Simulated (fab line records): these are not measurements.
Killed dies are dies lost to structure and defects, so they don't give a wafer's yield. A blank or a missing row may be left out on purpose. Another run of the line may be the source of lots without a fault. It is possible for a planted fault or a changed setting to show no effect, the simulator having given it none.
2 desks looking at one fault || flow gf180mcu || each desk holds nothing but its own numbers, with what lay behind them at the end

== TOOL OWNER'S DESK, rieDiel-04 ==
The tool's own readings at GF_HV_LDD_ETCHBACK_58 (etches Si3N4 in CH3F/O2, stops on SiO2, time 100 s, target depth 90 nm): means of the sampled wafers that have a number, for each lot that ran on this tool. A lot is out of limits, marked OUT, if its mean lies more than 4 standard deviations from the usual mean; the brackets give that distance.
Columns: A = drypumpMotorCurrentA at GF_HV_LDD_ETCHBACK_58, usual 5.6 A; B = oesProductAu at GF_HV_LDD_ETCHBACK_58, usual 0.842 a.u.; C = throttleValvePct at GF_HV_LDD_ETCHBACK_58, usual 10.561 %
{"lot": "L464", "first seen here": "day 12 20:46", "A": 5.4, "B": 0.838, "C": 10.554}
{"lot": "L468", "first seen here": "day 13 22:19", "A": 4.9, "B": 0.847, "C": 10.559}
{"lot": "L472", "first seen here": "day 15 09:28", "A": 5.1, "B": "0.817 (-4.5) OUT", "C": 10.557}
{"lot": "L474", "first seen here": "day 16 00:29", "A": 5.2, "B": "0.813 (-5.1) OUT", "C": 10.559}
This desk's verdict: out of limits on L472, L474, starting with L472 at day 15 09:28 (oesProductAu at GF_HV_LDD_ETCHBACK_58). L464, L468: within limits.

== METROLOGY DESK ==
What the gauges read for every lot (on any tool): the sampled wafers with a number, averaged. A lot is out of limits, marked OUT, if its mean lies more than 4 standard deviations from the usual mean; the brackets give that distance.
Columns: A = VT_IMPLANT_03_OVL at GF_VT_IMPLANT_OVL_MEAS_40, usual -0.1 nm; B = HV_LDD_3_TW at GF_HV_LDD_TW_MEAS_38, usual 1427; C = HV_LDD_CVD_54_THK at GF_HV_LDD_THK_MEAS_55, usual 10.04 nm
{"lot": "L463", "first seen here": "day 7 09:52", "A": -1.6, "B": 1433, "C": 10.00}
{"lot": "L464", "first seen here": "day 7 17:34", "A": 1.6, "B": 1431, "C": 10.01}
{"lot": "L465", "first seen here": "day 8 00:13", "A": -0.7, "B": 1431, "C": 10.11}
{"lot": "L468", "first seen here": "day 8 18:40", "A": 1.6, "B": 1429, "C": 9.97}
{"lot": "L469", "first seen here": "day 9 02:19", "A": 0.8, "B": 1436, "C": 10.05}
{"lot": "L472", "first seen here": "day 9 21:31", "A": -0.1, "B": 1420, "C": 10.23}
{"lot": "L474", "first seen here": "day 10 12:54", "A": -0.4, "B": 1428, "C": 10.06}
{"lot": "L476", "first seen here": "day 10 23:01", "A": -1.1, "B": 1416, "C": 10.09}
{"lot": "L477", "first seen here": "day 11 04:16", "A": -0.6, "B": 1429, "C": 9.83}
{"lot": "L478", "first seen here": "day 11 14:29", "A": -1.4, "B": 1429, "C": 10.05}
{"lot": "L483", "first seen here": "day 13 01:33", "A": 1.3, "B": 1426, "C": 10.07}
{"lot": "L484", "first seen here": "day 13 16:34", "A": -0.1, "B": 1426, "C": 10.10}
{"lot": "L486", "first seen here": "day 14 01:05", "A": -0.8, "B": 1430, "C": 9.91}
{"lot": "L485", "first seen here": "day 14 02:01", "A": -0.4, "B": 1428, "C": 10.12}
This desk's verdict: no lot among the 14 shows anything out of limits.

== ALL TOGETHER ==
At day 15 09:28, on L472, L474, the tool owner's desk was in a position to raise an alarm.
The metrology desk saw nothing out of limits.
The metrology desk holds a record of L472, L474, inside its limits.
On rieDiel-04, each named lot ran GF_HV_LDD_ETCHBACK_58.

== WHAT WAS PUT IN BY THE SIMULATOR ==
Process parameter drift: rieDiel-04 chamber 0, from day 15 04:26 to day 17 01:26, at GF_HV_LDD_ETCHBACK_58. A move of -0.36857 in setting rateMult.
Struck lots among those shown: L472, L474.
Each desk's first reading out of limits, in hours after the fault started: the tool owner's desk, 5.
